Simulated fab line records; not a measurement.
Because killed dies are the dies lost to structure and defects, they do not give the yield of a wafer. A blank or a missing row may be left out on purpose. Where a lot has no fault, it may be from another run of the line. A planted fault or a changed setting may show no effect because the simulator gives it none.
A single fault, viewed from 2 desks | flow gf180mcu | each desk has only its own numbers; what lay behind them comes last

TOOL OWNER'S DESK, pvd-sputter-04
The tool's own readings at GF_V3_SPUTTER_21 (material Ti, target thk 15 nm, time 83.89 s): means of the sampled wafers that have a number, for each lot that ran on this tool. A lot is out of limits, marked OUT, if its mean lies more than 4 standard deviations from the usual mean; the brackets give that distance.
Columns: A = cathode-dc-power-W at GF_V3_SPUTTER_21, usual 2499.9 W; B = throttle-valve-pct at GF_V3_SPUTTER_21, usual 29.9 %
lot  | first seen here | A                        | B
L501 | day 22 12:26    | 2500.6                   | 30.0
L507 | day 24 23:59    | 2404.6 (-99 or more) OUT | 30.0
L509 | day 25 12:28    | 2404.7 (-99 or more) OUT | 29.8
L515 | day 28 00:58    | 2500.0                   | 29.6
This desk's verdict: out of limits on L507, L509, starting with L507 at day 24 23:59 (cathode-dc-power-W at GF_V3_SPUTTER_21). Within limits: L501, L515.

AT THE METROLOGY DESK
What the gauges read for every lot (on any tool): the sampled wafers with a number, averaged. A lot is out of limits, marked OUT, if its mean lies more than 4 standard deviations from the usual mean; the brackets give that distance.
Columns: A = cd-nm at GF_V3_CD_MEAS_14, usual 259.9 nm; B = V3_OVL at GF_V3_OVL_MEAS_15, usual 1 nm
lot  | first seen here | A     | B
L501 | day 22 11:37    | 261.2 | 2
L507 | day 24 23:07    | 259.3 | 5
L509 | day 25 11:38    | 260.8 | -7
L513 | day 26 23:38    | 260.8 | 0
L515 | day 28 00:10    | 260.1 | 3
L518 | day 28 05:16    | 260.1 | 1
This desk found nothing out of limits on any of the 6 lots.

PUT TOGETHER
The tool owner's desk could have raised an alarm at day 24 23:59, on L507, L509.
The metrology desk saw nothing out of limits.
The metrology desk has L507, L509 on record, within its limits.
Of the lots named, all ran GF_V3_SPUTTER_21 on pvd-sputter-04.

WHAT THE SIMULATOR HAD PUT IN
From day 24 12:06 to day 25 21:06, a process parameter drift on pvd-sputter-04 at GF_V3_SPUTTER_21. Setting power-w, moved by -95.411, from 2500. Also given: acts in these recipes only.
Shown lots that were struck: L507, L509.
Hours from the fault's start to each desk's first reading out of limits: the tool owner's desk, 12.
